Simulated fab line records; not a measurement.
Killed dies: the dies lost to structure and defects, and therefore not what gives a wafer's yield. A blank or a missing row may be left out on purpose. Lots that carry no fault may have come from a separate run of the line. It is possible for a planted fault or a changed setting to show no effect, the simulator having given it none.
Matching of chambers | flow gf180mcu | 4 sister chambers for GF_V2_CMP_04 on cmp-01
The step polishes SiO2. 8 wafers are shown with their chamber, then 7 later ones without.

WAFERS, EACH WITH ITS CHAMBER
wafer  | chamber | motor-current-A (A) | time-to-endpoint-s (s)
L863.2 | 1       | 11.7                | 77
L865.1 | 2       | 12.0                | 79
L865.4 | 3       | 9.4                 | 86
L868.3 | 2       | 12.3                | 79
L868.4 | 3       | 9.7                 | 83
L868.5 | 0       | 14.2                | 79
L870.1 | 0       | 14.9                | 75
L870.4 | 1       | 11.1                | 80

WAFERS WITHOUT THEIR CHAMBER
wafer  | motor-current-A (A) | time-to-endpoint-s (s)
L870.6 | 11.6                | 77
L871.3 | 11.5                | 84
L871.5 | 13.2                | 91
L871.6 | 11.5                | 85
L872.1 | 11.9                | 83
L872.2 | 11.0                | 83
L872.5 | 9.7                 | 92

CHAMBER TAKEN BY EACH
wafer  | from the rows above          | in truth
L870.6 | can't be placed: 1 or 2      | 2
L871.3 | can't be placed: 1 or 2      | 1
L871.5 | can't be placed: 2 or 0 or 1 | 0
L871.6 | can't be placed: 1 or 2      | 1
L872.1 | can't be placed: 2 or 1      | 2
L872.2 | can't be placed: 1 or 2 or 3 | 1
L872.5 | 3                            | 3
Correctly placed: 1 of 7. Can't be placed from these rows: 6 (the true chamber is among the candidates in 6). 0 placed wrongly.
How it was worked out, from the rows above alone: a wafer's distance from a chamber is the root of the sum, over the readings, of the square of ((its reading less the chamber's mean) divided by the reading's scatter). If the next closest chamber is less than 2 further off than the closest, the wafer can't be placed; otherwise it belongs to the closest. Each chamber's mean is taken over the wafers shown for it. The scatter is the square root of a quotient: the sum, over the shown wafers, of each reading's squared deviation from its chamber's mean, divided by wafers minus chambers.
